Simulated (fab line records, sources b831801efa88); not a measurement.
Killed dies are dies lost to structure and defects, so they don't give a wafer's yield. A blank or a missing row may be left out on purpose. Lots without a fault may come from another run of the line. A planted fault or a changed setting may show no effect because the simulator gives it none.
One fault seen from 2 desks | flow sky130 | each desk has only its own numbers; what lay behind them comes last

THE METROLOGY DESK
What the gauges read, lot by lot, whatever tool the lot ran on: means of the sampled wafers that have a number. A lot is out of limits, marked OUT, if its mean lies more than 4 standard deviations from the usual mean; the brackets give that distance.
Columns: A = VIA4_HDPCVD_THK at SKY_VIA4_THK_MEAS_01, usual 1776 nm
lot  | first seen here | A
L216 | day 43 00:46    | 1787
L219 | day 43 07:39    | 1769
L220 | day 43 15:32    | 1771
L222 | day 43 19:31    | 1775
L223 | day 44 09:12    | 1772
L224 | day 44 11:16    | 1791
L225 | day 44 18:09    | 1772
L227 | day 45 09:24    | 1793
L228 | day 45 17:13    | 1804
L231 | day 46 22:20    | 1797
L237 | day 47 14:31    | 1764
L238 | day 47 15:49    | 1748
This desk's finding: nothing out of limits on any of the 12 lots.

THE TOOL OWNER'S DESK: wet_bench-02
The tool's own readings at SKY_METAL5_STRIP_17 (strips in post etch residue remover, time 1200 s): means of the sampled wafers that have a number, for each lot that ran on this tool. A lot is out of limits, marked OUT, if its mean lies more than 4 standard deviations from the usual mean; the brackets give that distance.
Columns: A = bath_heat_duty_pct at SKY_METAL5_STRIP_17, usual 14.6 %
lot  | first seen here | A
L220 | day 45 13:44    | 15.9
L223 | day 46 06:14    | 13.6
L224 | day 46 08:48    | 12.4
L227 | day 47 05:24    | 15.5
L231 | day 48 15:27    | 14.1
L237 | day 49 05:39    | 16.5
This desk's finding: nothing out of limits on any of the 6 lots.

PUT TOGETHER
The metrology desk saw nothing out of limits.
The tool owner's desk saw nothing out of limits.

WHAT THE SIMULATOR HAD PUT IN
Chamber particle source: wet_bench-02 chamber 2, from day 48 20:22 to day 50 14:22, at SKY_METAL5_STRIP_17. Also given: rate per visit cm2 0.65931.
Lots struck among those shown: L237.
